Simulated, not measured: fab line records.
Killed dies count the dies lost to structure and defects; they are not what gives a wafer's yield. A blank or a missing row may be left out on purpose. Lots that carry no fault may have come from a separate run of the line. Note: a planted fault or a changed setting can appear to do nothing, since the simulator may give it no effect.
8D (eight disciplines) problem report, filled in by code -- flow sky130 -- the parts of the form that need people (team, actions taken, sign-off) are left out

== 1. THE ISSUE ==
Mean CAPM_TIN_RS at SKY_CAPM_RS_MEAS_03: 4.38 ohm/sq over 6 wafers in 2 lots; fault-free wafers: 6.90 ohm/sq, standard deviation 0.059. Measured from the usual mean, that is -43 standard deviations.
The step: measures by four-point-probe.
First observed at day 41 15:21: wafer L324.2, on film metro-04. At this step, 30 wafers from 10 lots have a number in the record. The rule behind "out" and "out of limits": a value lying over 4 standard deviations away from the usual mean. Any other wafer with a number is counted as sound.

== 2. WHAT IT IS; WHAT IT IS NOT ==
question,is,is not
which readings at this step,CAPM_TIN_RS,-
which lots,"L324, L326","L309, L312, L316, L318, L322, L325, L328, L331"
which wafers of those lots,all that have a number,-
read on which gauges,film metro-04,"film metro-01, film metro-02"
when,from day 41 15:21,"up to then (15 sound wafers); but 9 sound wafers of L325, L328, L331 came after"

== 3. THE SUSPECTS, EACH WITH WHAT RULES IT OUT ==
Counting: any tool at a process step up to the reading is kept as a suspect provided that every lot that is out went through it and no sound lot did after the first of them.
- the gauge at SKY_CAPM_RS_MEAS_03 is ruled out. All the wafers that are out were read on film metro-04, but those of them that SKY_CAPM_METAL_ETCH_13 has rows for are out there too, on other tools.
- pvd sputter-04 at SKY_CAPM_SPUTTER_02 (material TiN, target thk 200 nm, time 166.7 s): kept. Every lot that is out went through it, starting with L324 (day 41 15:11), and after that it ran no sound lot; the last sound lot it ran before then is L322 (day 41 07:59).
After counting, what remains is pvd sputter-04 at SKY_CAPM_SPUTTER_02.

== 4. THE CAUSE (what the simulator had put in) ==
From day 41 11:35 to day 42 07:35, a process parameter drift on pvd sputter-04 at SKY_CAPM_SPUTTER_02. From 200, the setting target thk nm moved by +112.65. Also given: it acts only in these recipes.
Only this tool survived the counting.

== 5. SEQUENCE OF EFFECTS, ordered by route ==
Each row: a reading where the mean over the struck wafers with a number is more than 3 standard deviations away from the usual. Scope: only readings with a usual standard deviation given in the record; hours: median across lots of the time from each lot's start at the first step in this table that gives one to its start at this step; sigmas: change in usual standard deviations.
hours,step,reading,usual,on struck wafers,change,sigmas
0,SKY_CAPM_RS_MEAS_03,CAPM_TIN_RS,6.90 ohm/sq,4.38,-2.53,-43
0,SKY_CAPM_THK_MEAS_04,CAPM_TIN_THK,202.3 nm,313.9,+111.6,+59
23,SKY_CAPM_METAL_ETCH_13,oes product au,0.943 a.u.,0.998,+0.055,+9.1
23,SKY_CAPM_METAL_ETCH_13,throttle valve pct,21.901 %,21.858,-0.043,-4.6
199,SKY_PAD_OPEN_PROBE_99,defect limited yield,82.6 %,0.0,-82.6,-43
199,SKY_PAD_OPEN_PROBE_99,killed at other,0.4,407.3,+406.9,+99 or more
199,SKY_PAD_OPEN_PROBE_99,killed dies,86,492,+406,+44
199,SKY_PAD_OPEN_PROBE_99,killed on rim,17,96,+79,+23
199,SKY_PAD_OPEN_PROBE_99,sort_bin_3_pad_short,0.8 %,83.6,+82.8,+99 or more
199,SKY_PAD_OPEN_PROBE_99,sort n pass,406,0,-406,-44
199,SKY_PAD_OPEN_PROBE_99,sort yield pct,82.6 %,0.0,-82.6,-43
Its process steps:
- SKY_CAPM_METAL_ETCH_13: etches TiN in Cl2/BCl3, stops on SiO2, target depth 220 nm, time 62.9 s.
- SKY_PAD_OPEN_PROBE_99

== 6. HOW IT WOULD HAVE BEEN CAUGHT EARLIER ==
The first out-of-limits reading at a measuring or inspecting step in this record came at day 41 15:21, 4 hours after the fault's start at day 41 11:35.
No tool reading at SKY_CAPM_SPUTTER_02 that has a usual standard deviation in the record was out on any struck wafer, so an alarm limit of 4 standard deviations on those readings would not have fired.
Of the lots that are out (2), L326 began SKY_CAPM_SPUTTER_02 on pvd sputter-04 after day 41 15:21. It would have been spared by a hold on the tool at that moment.
